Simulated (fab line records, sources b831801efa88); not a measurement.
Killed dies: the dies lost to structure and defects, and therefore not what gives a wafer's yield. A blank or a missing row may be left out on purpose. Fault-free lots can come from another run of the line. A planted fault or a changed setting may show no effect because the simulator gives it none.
fab line records	flow sky130
record: lots: 6	wafers: 18	last_day: 49
route steps=708 shown VIA4@658 METAL5@661 PAD_OPEN@708
lots with no fault: from the same line, run without faults
start_h: hours from the record's first day to the start of the lot's first wafer shown	wait_h: hours elapsed since this lot's preceding step	" as in the row above	L1.1+2: a row that stands for several wafers	- value missing, or start not given	* or withheld: withheld	< > ~ a bound
route shown NAME@n: names a module that has steps shown in the file, with the first one's number in the route	usual: the fault-free wafers' mean and standard deviation	same: alike in all rows	chamber/n: place in a boat	sites: the reading at each site	_std_site: standard deviation across them	_edge_site: mean of outer sites minus mean of inner sites	radius_mm: for every site, how far away it sits from the centre of the wafer	mask NAME#n: copy n	behind: tool/chamber where the wafer was last shaped	hold: what put the lot on hold/how long, in hours/how the hold closed	device: which transistor (n, p or np) failed to switch	end of line: the tests these same wafers got at the end of their route	where a step has no rows: the recipe by itself	killed: count of dies lost to structure and defects at first sort (not the wafer's yield)	map: a wafer's dies, marking killed ones x, the rest . and places with no die _
set.NAME: the setting as run; set.NAME@STEP: as run at that earlier step	model.NAME: the simulator's own value behind a step, which no gauge read
lots at selected steps of the route; one table per step, one row per wafer
services: the hour from which a tool's chamber was out of use, counted from the record's first day as start_h (under 0 if before that day), plus the number of hours and why
== steps ==
step: SKY_VIA4_RS_MEAS_19
recipe: thk_meas_gauge: four-point-probe	reads: W_of_VIA4_CVD_18+TiN_of_VIA4_SPUTTER_17
usual: VIA4_W_RS: 0.2259/0.002
lot.wafer	tool	chamber	start_h	wait_h	VIA4_W_RS[ohm/sq]
L752.1	film_metro-04	-	1019.23	0.1	0.2254
L752.2	"	-	"	"	0.2255
L752.3	"	-	"	"	0.2237
L754.1	film_metro-04	-	1030.94	0.1	0.2261
L754.4	"	-	"	"	0.2267
L754.6	"	-	"	"	0.2256
L758.3	film_metro-04	-	1069.22	0.1	0.2227
L758.4	"	-	"	"	0.2227
L758.5	"	-	"	"	0.2249
L759.3	film_metro-04	-	1075.60	0.1	0.2239
L759.5	"	-	"	"	0.2275
L759.6	"	-	"	"	0.2277
L765.1	film_metro-04	-	1104.18	0.1	0.2276
L765.4	"	-	"	"	0.2284
L765.5	"	-	"	"	0.2277
L768.2	film_metro-03	-	1126.98	0.1	0.2290
L768.4	"	-	"	"	0.2275
L768.6	"	-	"	"	0.2282
step: SKY_VIA4_THK_MEAS_20
recipe: thk_meas_gauge: xrf	reads: W_of_VIA4_CVD_18
usual: VIA4_W_THK: 522/6.8
lot.wafer	tool	chamber	start_h	wait_h	VIA4_W_THK[nm]
L752.1	film_metro-04	-	1019.35	0.1	528
L752.2	"	-	"	"	527
L752.3	"	-	"	"	531
L754.1	film_metro-04	-	1031.06	0.1	526
L754.4	"	-	"	"	523
L754.6	"	-	"	"	525
L758.3	film_metro-04	-	1069.32	0.1	528
L758.4	"	-	"	"	530
L758.5	"	-	"	"	527
L759.3	film_metro-04	-	1075.70	0.1	524
L759.5	"	-	"	"	520
L759.6	"	-	"	"	515
L765.1	film_metro-04	-	1104.30	0.1	511
L765.4	"	-	"	"	513
L765.5	"	-	"	"	512
L768.2	film_metro-03	-	1127.09	0.1	513
L768.4	"	-	"	"	517
L768.6	"	-	"	"	512
step: SKY_VIA4_CMP_21
recipe: stop_on: SiO2	t_overpolish_s: 25	down_force_psi: 3.5	platen_rpm: 60	target_thk_nm: 0	pad_velocity_m_s: 0.94248
step: SKY_METAL5_SPUTTER_00
recipe: material: Ti	target_thk_nm: 15	power_w: 3000	time_s: 10	chamber_pressure_pa: 0.4
usual: throttle_valve_pct: 30.0/1
lot.wafer	tool	chamber	start_h	wait_h	throttle_valve_pct
L752.1	pvd_sputter-03	-	1019.71	0.2	29.7
L752.2	"	-	"	"	30.7
L752.3	"	-	"	"	30.9
L754.1	pvd_sputter-03	-	1031.42	0.2	29.2
L754.4	"	-	"	"	30.6
L754.6	"	-	"	"	31.0
L758.3	pvd_sputter-02	-	1069.66	0.2	27.8
L758.4	"	-	"	"	30.7
L758.5	"	-	"	"	29.7
L759.3	pvd_sputter-03	-	1076.17	0.2	30.8
L759.5	"	-	"	"	30.9
L759.6	"	-	"	"	30.9
L765.1	pvd_sputter-03	-	1104.66	0.1	30.4
L765.4	"	-	"	"	29.6
L765.5	"	-	"	"	30.8
L768.2	pvd_sputter-03	-	1127.44	0.1	29.0
L768.4	"	-	"	"	30.8
L768.6	"	-	"	"	28.9
step: SKY_METAL5_SPUTTER_01
recipe: material: TiN	target_thk_nm: 20	power_w: 6500	time_s: 16.7	chamber_pressure_pa: 0.4
usual: throttle_valve_pct: 30.0/1
lot.wafer	tool	chamber	start_h	wait_h	throttle_valve_pct
L752.1	pvd_sputter-03	-	1019.73	0.0	29.5
L752.2	"	-	"	"	30.8
L752.3	"	-	"	"	30.8
L754.1	pvd_sputter-03	-	1031.44	0.0	29.2
L754.4	"	-	"	"	30.8
L754.6	"	-	"	"	30.8
L758.3	pvd_sputter-02	-	1069.68	0.0	27.6
L758.4	"	-	"	"	30.6
L758.5	"	-	"	"	30.0
L759.3	pvd_sputter-03	-	1076.19	0.0	30.7
L759.5	"	-	"	"	30.8
L759.6	"	-	"	"	31.2
L765.1	pvd_sputter-03	-	1104.69	0.0	30.6
L765.4	"	-	"	"	29.7
L765.5	"	-	"	"	30.7
L768.2	pvd_sputter-03	-	1127.47	0.0	29.4
L768.4	"	-	"	"	31.1
L768.6	"	-	"	"	29.1
step: SKY_METAL5_SPUTTER_02
recipe: material: AlCu	target_thk_nm: 1150	power_w: 10600	time_s: 61.2	chamber_pressure_pa: 0.4
usual: throttle_valve_pct: 30.0/1.1
lot.wafer	tool	chamber	start_h	wait_h	throttle_valve_pct
L752.1	pvd_sputter-03	-	1019.76	0.0	29.5
L752.2	"	-	"	"	30.7
L752.3	"	-	"	"	30.9
L754.1	pvd_sputter-03	-	1031.46	0.0	29.2
L754.4	"	-	"	"	30.9
L754.6	"	-	"	"	30.6
L758.3	pvd_sputter-02	-	1069.71	0.0	27.6
L758.4	"	-	"	"	30.7
L758.5	"	-	"	"	30.0
L759.3	pvd_sputter-03	-	1076.21	0.0	30.8
L759.5	"	-	"	"	30.7
L759.6	"	-	"	"	31.2
L765.1	pvd_sputter-03	-	1104.71	0.0	31.0
L765.4	"	-	"	"	29.4
L765.5	"	-	"	"	30.8
L768.2	pvd_sputter-03	-	1127.49	0.0	29.1
L768.4	"	-	"	"	31.0
L768.6	"	-	"	"	29.3
step: SKY_METAL5_SPUTTER_03
recipe: material: Ti	target_thk_nm: 5	power_w: 3000	time_s: 3.3	chamber_pressure_pa: 0.4
usual: throttle_valve_pct: 30.0/1
lot.wafer	tool	chamber	start_h	wait_h	throttle_valve_pct
L752.1	pvd_sputter-03	-	1019.81	0.0	29.7
L752.2	"	-	"	"	30.8
L752.3	"	-	"	"	30.7
L754.1	pvd_sputter-03	-	1031.51	0.0	29.3
L754.4	"	-	"	"	31.0
L754.6	"	-	"	"	30.8
L758.3	pvd_sputter-02	-	1069.76	0.0	27.6
L758.4	"	-	"	"	30.4
L758.5	"	-	"	"	29.9
L759.3	pvd_sputter-03	-	1076.26	0.0	30.8
L759.5	"	-	"	"	30.9
L759.6	"	-	"	"	31.0
L765.1	pvd_sputter-03	-	1104.76	0.0	30.9
L765.4	"	-	"	"	29.6
L765.5	"	-	"	"	30.8
L768.2	pvd_sputter-03	-	1127.54	0.0	29.2
L768.4	"	-	"	"	30.9
L768.6	"	-	"	"	29.1
step: SKY_METAL5_SPUTTER_04
recipe: material: TiN	target_thk_nm: 70	power_w: 6500	time_s: 57.49	chamber_pressure_pa: 0.4
usual: throttle_valve_pct: 29.9/1
lot.wafer	tool	chamber	start_h	wait_h	throttle_valve_pct
L752.1	pvd_sputter-03	-	1019.83	0.0	29.7
L752.2	"	-	"	"	30.7
L752.3	"	-	"	"	30.9
L754.1	pvd_sputter-03	-	1031.53	0.0	29.2
L754.4	"	-	"	"	31.1
L754.6	"	-	"	"	30.8
L758.3	pvd_sputter-02	-	1069.78	0.0	27.6
L758.4	"	-	"	"	30.6
L758.5	"	-	"	"	29.9
L759.3	pvd_sputter-03	-	1076.28	0.0	30.7
L759.5	"	-	"	"	30.6
L759.6	"	-	"	"	30.7
L765.1	pvd_sputter-03	-	1104.78	0.0	30.6
L765.4	"	-	"	"	29.4
L765.5	"	-	"	"	30.4
L768.2	pvd_sputter-03	-	1127.56	0.0	29.5
L768.4	"	-	"	"	30.9
L768.6	"	-	"	"	28.9
step: SKY_METAL5_RS_MEAS_05
recipe: thk_meas_gauge: four-point-probe	reads: TiN_of_METAL5_SPUTTER_04+Ti_of_METAL5_SPUTTER_03+AlCu_of_METAL5_SPUTTER_02+TiN_of_METAL5_SPUTTER_01+Ti_of_METAL5_SPUTTER_00
usual: METAL5_ALCU_RS: 0.02688/0.00024
lot.wafer	tool	chamber	start_h	wait_h	METAL5_ALCU_RS[ohm/sq]
L752.1	film_metro-03	-	1019.88	0.0	0.02679
L752.2	"	-	"	"	0.02677
L752.3	"	-	"	"	0.02681
L754.1	film_metro-02	-	1031.58	0.0	0.0267
L754.4	"	-	"	"	0.02695
L754.6	"	-	"	"	0.02662
L758.3	film_metro-03	-	1069.87	0.1	0.02722
L758.4	"	-	"	"	0.02745
L758.5	"	-	"	"	0.02696
L759.3	film_metro-03	-	1076.37	0.1	0.02681
L759.5	"	-	"	"	0.02685
L759.6	"	-	"	"	0.02686
L765.1	film_metro-04	-	1104.83	0.0	0.02685
L765.4	"	-	"	"	0.02705
L765.5	"	-	"	"	0.02671
L768.2	film_metro-04	-	1127.63	0.0	0.02696
L768.4	"	-	"	"	0.02694
L768.6	"	-	"	"	0.02694
step: SKY_METAL5_THK_MEAS_06
recipe: thk_meas_gauge: xrf	reads: AlCu_of_METAL5_SPUTTER_02
usual: METAL5_ALCU_THK: 1177/12
lot.wafer	tool	chamber	start_h	wait_h	METAL5_ALCU_THK[nm]
L752.1	film_metro-03	-	1020.00	0.1	1169
L752.2	"	-	"	"	1178
L752.3	"	-	"	"	1173
L754.1	film_metro-02	-	1031.70	0.1	1190
L754.4	"	-	"	"	1180
L754.6	"	-	"	"	1196
L758.3	film_metro-03	-	1069.97	0.1	1165
L758.4	"	-	"	"	1151
L758.5	"	-	"	"	1171
L759.3	film_metro-03	-	1076.47	0.1	1180
L759.5	"	-	"	"	1175
L759.6	"	-	"	"	1176
L765.1	film_metro-04	-	1104.95	0.1	1182
L765.4	"	-	"	"	1172
L765.5	"	-	"	"	1196
L768.2	film_metro-04	-	1127.74	0.1	1172
L768.4	"	-	"	"	1176
L768.6	"	-	"	"	1176
step: SKY_METAL5_DEHYDRATE_07
recipe: temp_c: 200	time_s: 60
step: SKY_METAL5_HMDS_08
recipe: prime_time_s: 60	prime_temp_c: 120
step: SKY_METAL5_COAT_09
recipe: resist: NOVOLAK	spin_rpm: 3000	resist_thk_nm: 1800
usual: dispense_pressure_kPa: 47.2/1.7
lot.wafer	tool	chamber	start_h	wait_h	dispense_pressure_kPa	model.NOVOLAK_of_METAL5_COAT_09.thk_nm
L752.1	litho_track-02	0	1030.70	0.1	49.1	1794
L752.2	"	0	"	"	49.2	1797
L752.3	"	0	"	"	49.1	1797
L754.1	litho_track-02	0	1043.30	0.1	49.2	1799
L754.4	"	0	"	"	49.1	1800
L754.6	"	0	"	"	49.2	1794
L758.3	litho_track-02	0	1080.10	0.1	49.2	2303
L758.4	"	0	"	"	49.1	2311
L758.5	"	0	"	"	49.2	2300
L759.3	litho_track-02	0	1086.85	0.1	49.2	2292
L759.5	"	0	"	"	49.1	2301
L759.6	"	0	"	"	49.2	2289
L765.1	litho_track-01	0	1114.68	0.1	47.1	1804
L765.4	"	0	"	"	47.1	1805
L765.5	"	0	"	"	47.1	1807
L768.2	litho_track-04	0	1137.34	0.1	45.1	1807
L768.4	"	0	"	"	45.1	1807
L768.6	"	0	"	"	45.1	1807
step: SKY_METAL5_SOFTBAKE_10
recipe: temp_c: 90	time_s: 60	resist: NOVOLAK
step: SKY_METAL5_EXPOSE_11
recipe: mask_id: MM5	na: 0.6	source_shape: conventional	sigma_outer: 0.6	polarization: unpolarized	target_cd_nm: 1600	dose_mj: 190
step: SKY_METAL5_PEB_12
recipe: temp_c: withheld	time_s: *	resist: NOVOLAK
step: SKY_METAL5_DEVELOP_13
recipe: resist: NOVOLAK	developer: TMAH	develop_time_s: 60	dev_temp_c: 23
step: SKY_METAL5_DESCUM_14
recipe: chemistry: O2	source_power_w: 150	bias_power_w: 0	pressure_mtorr: 10	temp_c: 40	time_s: 11
usual: drypump_motor_current_A: 5.97/0.24	oes_product_au: 0.998/0.0098
lot.wafer	tool	chamber	start_h	wait_h	drypump_motor_current_A	oes_product_au	rf_hours_counter_h	model.METAL5.cd_nm
L752.1	rie_metal-01	1	1043.00	0.1	5.68	1.005	12	1598
L752.2	"	0	"	"	5.82	0.995	8	1598
L752.3	"	0	"	"	5.79	0.995	-	1599
L754.1	rie_metal-03	0	1053.80	0.1	6.20	1.009	11	1595
L754.4	"	0	"	"	6.22	0.999	-	1595
L754.6	"	1	"	"	6.10	0.987	-	1594
L758.3	rie_metal-01	0	1091.28	0.1	5.79	1.002	-	1637
L758.4	"	1	"	"	5.67	1.004	-	1638
L758.5	"	1	"	"	5.63	1.003	-	1638
L759.3	rie_metal-03	0	1097.16	0.1	6.21	1.003	-	1635
L759.5	"	0	"	"	6.19	1.002	-	1638
L759.6	"	1	"	"	6.11	0.993	-	1636
L765.1	rie_metal-01	0	1124.47	0.1	5.78	1.000	15	1601
L765.4	"	1	"	"	5.67	1.014	-	1601
L765.5	"	0	"	"	5.79	1.007	-	1601
L768.2	rie_metal-03	0	1146.92	0.1	6.19	1.011	18	1601
L768.4	"	1	"	"	6.12	0.989	-	1602
L768.6	"	1	"	"	6.13	0.996	-	1603
step: SKY_METAL5_METAL_ETCH_15
recipe: target_depth_a: 12600	stop_on: SiO2	over_etch_frac: 0.2	time_s: 252	chemistry: Cl2/BCl3	resist_sidewall_deg: 86	pressure_mtorr: 10	icp_w: 900	bias_w: 48.5	Cl2_flow_sccm: 60	bcl3_flow_sccm: 30
usual: drypump_motor_current_A: 5.97/0.23	oes_product_au: 0.894/0.0048	throttle_valve_pct: 22.265/0.0094
lot.wafer	tool	chamber	start_h	wait_h	drypump_motor_current_A	oes_product_au	rf_hours_counter_h	throttle_valve_pct	model.NOVOLAK_of_METAL5_COAT_09.thk_nm	model.METAL5.cd_nm
L752.1	rie_metal-01	1	1043.03	0.0	5.65	0.889	12	22.260	1010	1596
L752.2	"	0	"	"	5.79	0.893	8	22.266	1032	1602
L752.3	"	0	"	"	5.79	0.889	-	22.271	1035	1600
L754.1	rie_metal-03	0	1053.83	0.0	6.17	0.889	11	22.291	1029	1573
L754.4	"	0	"	"	6.19	0.890	-	22.257	1029	1573
L754.6	"	1	"	"	6.07	0.900	-	22.272	1032	1593
L758.3	rie_metal-01	0	1091.38	0.1	5.79	0.882	-	22.254	1546	1643
L758.4	"	1	"	"	5.66	0.899	-	22.261	1532	1644
L758.5	"	1	"	"	5.64	0.896	-	22.265	1526	1639
L759.3	rie_metal-03	0	1097.26	0.1	6.20	0.894	-	22.269	1533	1625
L759.5	"	0	"	"	6.18	0.899	-	22.266	1532	1619
L759.6	"	1	"	"	6.09	0.891	-	22.264	1541	1636
L765.1	rie_metal-01	0	1124.50	0.0	5.79	0.888	15	22.261	1038	1606
L765.4	"	1	"	"	5.71	0.899	-	22.277	1021	1602
L765.5	"	0	"	"	5.78	0.900	-	22.271	1039	1604
L768.2	rie_metal-03	0	1146.95	0.0	6.21	0.891	19	22.269	1043	1586
L768.4	"	1	"	"	6.09	0.892	-	22.265	1054	1602
L768.6	"	1	"	"	6.10	0.892	-	22.261	1054	1608
step: SKY_METAL5_STRIP_16
recipe: chemistry: O2/N2	power_w: 1400	pressure_mtorr: 1500	platen_temp_c: withheld	o2_flow_sccm: 3000	n2_flow_sccm: 300	overash_fraction: 0.5
usual: drypump_motor_current_A: 5.8/0.41	oes_product_au: 0.710/0.0044	strip_time_to_endpoint_s: 13.08/0.13
lot.wafer	tool	chamber	start_h	wait_h	drypump_motor_current_A	oes_product_au	rf_hours_counter_h	strip_time_to_endpoint_s
L752.1	plasma_asher-02	1	1043.27	0.2	6.2	0.708	89	12.79
L752.2	"	0	"	"	5.7	0.706	89	13.02
L752.3	"	1	"	"	6.2	0.715	-	13.06
L754.1	plasma_asher-04	1	1054.07	0.2	5.7	0.706	124	13.02
L754.4	"	0	"	"	5.3	0.707	-	12.99
L754.6	"	0	"	"	5.3	0.710	-	13.03
L758.3	plasma_asher-02	1	1091.57	0.1	6.2	0.712	-	18.85
L758.4	"	0	"	"	5.7	0.713	-	18.68
L758.5	"	0	"	"	5.7	0.708	-	18.64
L759.3	plasma_asher-02	0	1097.45	0.1	5.7	0.708	-	18.71
L759.5	"	0	"	"	5.7	0.715	-	18.69
L759.6	"	1	"	"	6.2	0.710	-	18.77
L765.1	plasma_asher-02	0	1125.88	1.3	5.7	0.704	97	13.11
L765.4	"	0	"	"	5.7	0.716	-	12.91
L765.5	"	0	"	"	5.7	0.709	-	13.12
L768.2	plasma_asher-02	0	1147.19	0.2	5.7	0.707	100	13.17
L768.4	"	1	"	"	6.2	0.709	-	13.25
L768.6	"	0	"	"	5.7	0.712	-	13.28
step: SKY_METAL5_STRIP_17
recipe: chemistry: post_etch_residue_remover	time_s: 1200	temp_c: 72.5
step: SKY_PAD_OPEN_PROBE_99
usual: defect_limited_yield: 82.9/1.9	killed_at_M0_to_M3: 42/6.3	killed_at_M4_up: 2.8/1.9	killed_at_contacts: 23/5.3	killed_at_front_end: 16/4.3	killed_at_other: 0.2/0.51	killed_dies: 84/9.3	killed_open: 46/7.6	killed_short: 38/6.3	sort_bin_3_pad_short: 0.8/0.41	sort_bin_5_function: 10.0/1.4	sort_bin_6_memory: 6.2/1.1	sort_n_pass: 408/9.3	sort_yield_pct: 82.9/1.9
same: gross_dies: 492	killed_at_back_side: 0	sort_bin_4_leakage[%]: 0	sort_bin_8_speed[%]: 0
lot.wafer	tool	chamber	start_h	wait_h	defect_limited_yield[%]	killed_at_M0_to_M3	killed_at_M4_up	killed_at_contacts	killed_at_front_end	killed_at_other	killed_dies	killed_open	killed_short	sort_bin_3_pad_short[%]	sort_bin_5_function[%]	sort_bin_6_memory[%]	sort_n_pass	sort_yield_pct[%]	model.etest.met5.width_nm	model.etest.met5.line_ohm_um
L752.1	prober-01	-	1088.82	0.1	82.5	37	2	29	18	0	86	50	36	1.0	9.8	6.7	406	82.5	1597	0.01701
L752.2	prober-01	-	1088.87	0.1	83.1	38	5	17	23	0	83	52	31	0.2	10.4	6.3	409	83.1	1605	0.01662
L752.3	prober-01	-	1088.92	0.2	81.3	52	7	17	15	1	92	51	41	0.6	11.4	6.7	400	81.3	1600	0.01684
L754.1	prober-01	-	1099.50	0.1	85.2	42	0	19	12	0	73	40	33	0.8	9.3	4.7	419	85.2	1574	0.01686
L754.4	prober-01	-	1099.65	0.2	83.1	49	2	20	12	0	83	47	36	1.0	8.3	7.5	409	83.1	1574	0.01711
L754.6	prober-01	-	1099.75	0.2	79.9	53	5	23	18	0	99	44	55	0.6	11.8	7.7	393	79.9	1592	0.01677
L758.3	prober-01	-	1135.46	0.2	83.3	34	0	31	17	0	82	49	33	1.0	8.1	7.5	410	83.3	1645	0.01655
L758.4	prober-01	-	1135.51	0.2	86.4	35	4	16	12	0	67	36	31	1.4	6.9	5.3	425	86.4	1643	0.01692
L758.5	prober-01	-	1135.56	0.2	81.5	49	5	24	13	0	91	44	47	0.8	13.2	4.5	401	81.5	1641	0.0165
L759.3	prober-01	-	1139.82	0.2	81.5	46	5	26	14	0	91	54	37	1.0	10.0	7.5	401	81.5	1626	0.01684
L759.5	prober-01	-	1139.92	0.2	84.1	36	1	26	13	2	78	45	33	0.6	8.9	6.3	414	84.1	1620	0.01654
L759.6	prober-01	-	1139.97	0.2	81.7	39	3	27	19	2	90	55	35	0.6	12.2	5.5	402	81.7	1637	0.01648
L765.1	prober-01	-	1167.52	0.1	80.9	41	4	24	24	1	94	54	40	1.0	10.8	7.3	398	80.9	1605	0.01684
L765.4	prober-01	-	1167.67	0.2	82.1	39	2	32	15	0	88	55	33	0.2	12.0	5.7	404	82.1	1602	0.01677
L765.5	prober-01	-	1167.72	0.2	83.1	49	3	17	14	0	83	51	32	1.0	8.1	7.7	409	83.1	1601	0.01682
L768.2	prober-02	-	1185.95	0.1	82.1	51	3	21	12	1	88	55	33	1.2	8.7	7.9	404	82.1	1588	0.01717
L768.4	prober-02	-	1186.05	0.2	83.5	47	1	19	14	0	81	38	43	1.0	9.6	5.9	411	83.5	1604	0.01707
L768.6	prober-02	-	1186.15	0.2	85.4	46	1	14	11	0	72	42	30	1.2	8.1	5.3	420	85.4	1608	0.01691
killed by level:class
L752.1 CONTACT:geometric_particle:open=10 METAL2:geometric_particle:short=9 LI_CONTACT:geometric_particle:open=8 VIA1:geometric_particle:open=7 FIELD_ISO:geometric_particle:short=6 CONTACT:geometric_particle:short=6 FIELD_ISO:geometric_particle:open=4 POLY_GATE:geometric_particle:open=4
L752.2 CONTACT:geometric_particle:open=8 FIELD_ISO:geometric_particle:open=7 METAL1:geometric_particle:short=7 VIA3:geometric_particle:open=6 VIA1:geometric_particle:open=6 POLY_GATE:geometric_particle:open=5 VIA1:geometric_particle:short=5 LI_CONTACT:geometric_particle:open=4
L752.3 VIA1:geometric_particle:open=14 CONTACT:geometric_particle:open=9 METAL2:geometric_particle:short=7 VIA3:geometric_particle:open=7 METAL4:geometric_particle:short=7 VIA2:geometric_particle:open=6 VIA3:geometric_particle:short=5 FIELD_ISO:geometric_particle:open=4
L754.1 CONTACT:geometric_particle:open=8 METAL1:geometric_particle:short=8 VIA1:geometric_particle:open=6 VIA2:geometric_particle:open=5 LOCAL_INTERCONNECT:geometric_particle:open=5 METAL2:geometric_particle:short=5 FIELD_ISO:geometric_particle:open=4 VIA1:geometric_particle:short=4
L754.4 VIA1:geometric_particle:open=15 METAL1:geometric_particle:short=8 LI_CONTACT:geometric_particle:open=7 CONTACT:geometric_particle:open=5 POLY_GATE:geometric_particle:open=4 METAL3:geometric_particle:short=4 METAL2:geometric_particle:open=4 VIA2:geometric_particle:open=4
L754.6 CONTACT:geometric_particle:open=10 VIA1:geometric_particle:open=10 METAL1:geometric_particle:short=8 VIA1:geometric_particle:short=8 VIA3:geometric_particle:short=7 METAL2:geometric_particle:short=6 POLY_GATE:geometric_particle:short=5 LOCAL_INTERCONNECT:geometric_particle:short=5
L758.3 CONTACT:geometric_particle:open=13 LI_CONTACT:geometric_particle:open=11 CONTACT:geometric_particle:short=6 VIA3:geometric_particle:open=6 METAL2:geometric_particle:short=6 FIELD_ISO:geometric_particle:short=5 POLY_GATE:geometric_particle:open=5 VIA1:geometric_particle:open=5
L758.4 LI_CONTACT:geometric_particle:open=8 FIELD_ISO:geometric_particle:short=6 VIA3:geometric_particle:open=6 VIA1:geometric_particle:open=6 METAL2:geometric_particle:short=5 METAL1:geometric_particle:short=4 CONTACT:geometric_particle:open=3 LI_CONTACT:geometric_particle:short=3
L758.5 VIA1:geometric_particle:open=12 CONTACT:geometric_particle:open=8 METAL1:geometric_particle:short=7 METAL2:geometric_particle:short=6 VIA2:geometric_particle:open=6 LI_CONTACT:geometric_particle:open=5 CONTACT:geometric_particle:short=5 VIA1:geometric_particle:short=5
L759.3 VIA1:geometric_particle:open=14 CONTACT:geometric_particle:open=12 LI_CONTACT:geometric_particle:open=8 VIA2:geometric_particle:open=7 METAL2:geometric_particle:short=6 VIA1:geometric_particle:short=5 VIA3:geometric_particle:short=4 VIA3:geometric_particle:open=4
L759.5 VIA2:geometric_particle:open=8 CONTACT:geometric_particle:open=7 VIA1:geometric_particle:open=7 LI_CONTACT:geometric_particle:open=6 VIA3:geometric_particle:open=6 CONTACT:geometric_particle:short=5 VIA3:geometric_particle:short=5 LOCAL_INTERCONNECT:geometric_particle:short=4
L759.6 CONTACT:geometric_particle:open=10 VIA3:geometric_particle:open=9 LI_CONTACT:geometric_particle:open=8 FIELD_ISO:geometric_particle:short=7 FIELD_ISO:geometric_particle:open=6 VIA1:geometric_particle:open=6 VIA1:geometric_particle:short=5 LOCAL_INTERCONNECT:geometric_particle:short=5
L765.1 VIA1:geometric_particle:open=14 CONTACT:geometric_particle:open=12 VIA1:geometric_particle:short=8 FIELD_ISO:geometric_particle:short=6 POLY_GATE:geometric_particle:short=6 LI_CONTACT:geometric_particle:open=6 FIELD_ISO:geometric_particle:open=5 VIA2:geometric_particle:open=5
L765.4 VIA1:geometric_particle:open=13 LI_CONTACT:geometric_particle:open=11 CONTACT:geometric_particle:open=9 VIA3:geometric_particle:open=6 VIA2:geometric_particle:open=6 FIELD_ISO:geometric_particle:short=5 METAL2:geometric_particle:short=5 LOCAL_INTERCONNECT:geometric_particle:short=4
L765.5 VIA1:geometric_particle:open=16 CONTACT:geometric_particle:open=10 VIA3:geometric_particle:open=9 POLY_GATE:geometric_particle:open=5 METAL3:geometric_particle:short=5 METAL1:geometric_particle:short=4 VIA2:geometric_particle:open=4 FIELD_ISO:geometric_particle:short=3
L768.2 CONTACT:geometric_particle:open=9 LI_CONTACT:geometric_particle:open=8 VIA2:geometric_particle:open=8 METAL2:geometric_particle:short=8 VIA3:geometric_particle:open=8 VIA1:geometric_particle:open=7 FIELD_ISO:geometric_particle:short=5 METAL3:geometric_particle:short=5
L768.4 METAL2:geometric_particle:short=8 VIA1:geometric_particle:open=7 VIA3:geometric_particle:short=7 LI_CONTACT:geometric_particle:open=6 VIA2:geometric_particle:open=6 POLY_GATE:geometric_particle:open=5 CONTACT:geometric_particle:short=5 VIA3:geometric_particle:open=5
L768.6 VIA3:geometric_particle:open=10 VIA2:geometric_particle:open=9 VIA1:geometric_particle:open=7 LI_CONTACT:geometric_particle:open=6 METAL1:geometric_particle:short=4 VIA3:geometric_particle:short=4 METAL3:geometric_particle:short=4 FIELD_ISO:geometric_particle:open=3
== services ==
tool	chamber	start_h	hours	kind
plasma_asher-04	-	1002.17	1.3	repair
pvd_sputter-02	-	1015.64	4.9	repair
pvd_sputter-02	-	1048.61	1.5	repair
plasma_asher-04	-	1049.25	4.8	repair
plasma_asher-04	-	1055.25	9.0	pm
plasma_asher-04	0	1055.25	9.0	vent_cycle
plasma_asher-04	1	1055.25	9.0	vent_cycle
plasma_asher-04	0	1064.25	-	clean
plasma_asher-04	1	1064.25	-	clean
plasma_asher-02	-	1072.06	0.5	repair
pvd_sputter-02	-	1075.05	1.3	repair
pvd_sputter-03	3	1102.64	-	consumable_replace:kit
pvd_sputter-03	3	1102.64	18.0	scheduled_down
pvd_sputter-03	3	1102.64	18.0	vent_cycle
plasma_asher-04	-	1120.76	15.6	pm
plasma_asher-02	-	1124.73	1.1	repair
plasma_asher-04	-	1143.23	0.8	repair
== key ==
first_sign: step: SKY_METAL5_STRIP_16	reading: strip_time_to_endpoint_s	direction: up	sigmas: 43	usual: *	struck: *
effect none on later readings
model_effect: step: SKY_METAL5_COAT_09	value: NOVOLAK_of_METAL5_COAT_09.thk_nm	without: 1804	struck: 2299
model_effect: step: SKY_METAL5_DESCUM_14	value: METAL5.cd_nm	without: 1600	struck: 1637
model_effect: step: SKY_METAL5_METAL_ETCH_15	value: NOVOLAK_of_METAL5_COAT_09.thk_nm	without: 1040	struck: 1535
model_effect: step: SKY_PAD_OPEN_PROBE_99	value: etest.met5.width_nm	without: 1598	struck: 1635
met_at SKY_METAL5_COAT_09
struck_wafers L758.3,L758.4,L758.5,L759.3,L759.5,L759.6
onset_between 1043.30 1080.10
fault: kind: process_parameter_drift	tool: litho_track-02	chamber: -	onset_h: 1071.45	steps: SKY_METAL5_COAT_09	channel: resist_thk_nm	offset: 493.92	shape: step	end_h: 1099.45	acts_in: these_recipes_only	stated: 1800
